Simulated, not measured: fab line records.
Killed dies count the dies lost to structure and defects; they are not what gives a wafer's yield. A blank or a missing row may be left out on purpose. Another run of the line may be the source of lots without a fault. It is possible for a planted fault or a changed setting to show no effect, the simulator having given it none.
The same fault as seen by 2 desks / flow gf180mcu / only its own numbers are on each desk; what lay behind them is given at the end

== AT THE METROLOGY DESK ==
What the gauges read, lot by lot, whatever tool the lot ran on: means of the sampled wafers that have a number. If a lot's mean is further than 4 standard deviations from the usual mean, the lot is out of limits and carries the mark OUT (the distance appears in the brackets).
Columns: A = VT_IMPLANT_01_OVL at GF_VT_IMPLANT_OVL_MEAS_18, usual -0.5 nm; B = cd nm at GF_HV_LDD_CD_MEAS_19, usual 400.8 nm; C = HV_LDD_2_TW at GF_HV_LDD_TW_MEAS_23, usual 1059; D = HV_LDD_4_TW at GF_HV_LDD_TW_MEAS_50, usual 571.3
lot=L847; first seen here=day 7 01:32; A=0.8; B=399.0; C=1049; D=574.2
lot=L850; first seen here=day 7 17:39; A=-1.2; B=402.1; C=1596 (+77) OUT; D=573.1
lot=L851; first seen here=day 8 03:20; A=-1.1; B=397.5; C=1057; D=575.0
lot=L853; first seen here=day 8 16:23; A=-1.1; B=398.1; C=1589 (+76) OUT; D=565.6
lot=L854; first seen here=day 8 21:32; A=-0.8; B=400.8; C=1063; D=572.1
lot=L856; first seen here=day 9 09:23; A=-3.3; B=401.6; C=1064; D=575.5
lot=L857; first seen here=day 9 15:38; A=-1.3; B=400.9; C=1066; D=569.8
lot=L858; first seen here=day 9 23:58; A=-1.3; B=396.5; C=1054; D=572.9
lot=L859; first seen here=day 10 03:53; A=-1.0; B=400.2; C=1072; D=572.3
lot=L861; first seen here=day 10 17:17; A=0.3; B=400.3; C=1055; D=573.7
lot=L863; first seen here=day 11 08:02; A=0.7; B=400.6; C=1054; D=568.6
lot=L864; first seen here=day 11 15:19; A=0.4; B=400.1; C=1066; D=573.1
lot=L866; first seen here=day 12 01:26; A=0.7; B=401.6; C=1059; D=569.6
lot=L867; first seen here=day 12 13:22; A=-2.1; B=404.3; C=1064; D=568.3
This desk reports L850, L853 out of limits; the earliest was L850 at day 12 13:13 (HV_LDD_2_TW at GF_HV_LDD_TW_MEAS_23). L847, L851, L854, L856, L857, L858, L859, L861, L863, L864, L866, L867 stayed within limits.

== DESK OF THE TOOL OWNER: implanter-04 ==
GF_HV_LDD_IMPLANT_21, tool's own readings: per-lot mean of the sampled wafers with a number, covering each lot this tool ran. If a lot's mean is further than 4 standard deviations from the usual mean, the lot is out of limits and carries the mark OUT (the distance appears in the brackets).
Columns: A = beam on s at GF_HV_LDD_IMPLANT_21, usual 9.99 s; B = dose ions cm2 at GF_HV_LDD_IMPLANT_21, usual 5e+13; C = end station pressure torr at GF_HV_LDD_IMPLANT_21, usual 5.25e-06 Torr; D = faraday current uA at GF_HV_LDD_IMPLANT_21, usual 282
lot=L847; first seen here=day 11 18:44; A=9.97; B=5e+13; C=5.25e-06; D=283
lot=L850; first seen here=day 12 12:59; A=14.67 (+25) OUT; B=2e+14 (+99 or more) OUT; C=5.03e-06; D=719 (+79) OUT
lot=L853; first seen here=day 13 15:05; A=14.73 (+25) OUT; B=2e+14 (+99 or more) OUT; C=5.43e-06; D=715 (+79) OUT
lot=L866; first seen here=day 17 14:32; A=9.90; B=5e+13; C=5.41e-06; D=285
This desk's finding: out of limits on L850, L853; first on L850, day 12 12:59 (beam on s at GF_HV_LDD_IMPLANT_21). L847, L866 stayed within limits.

== TAKEN TOGETHER ==
At day 12 12:59, on L850, L853, the tool owner's desk was in a position to raise an alarm.
On L850, L853, the metrology desk was in a position to raise an alarm at day 12 13:13.
Of the lots named, all ran GF_HV_LDD_IMPLANT_21 on implanter-04.

== WHAT HAD BEEN PUT IN BY THE SIMULATOR ==
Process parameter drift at GF_HV_LDD_IMPLANT_21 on implanter-04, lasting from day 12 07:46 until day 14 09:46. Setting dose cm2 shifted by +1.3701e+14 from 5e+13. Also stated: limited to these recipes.
Lots struck among those shown: L850, L853.
Hours from the fault's start to each desk's first reading out of limits: the tool owner's desk, 5; the metrology desk, 5.
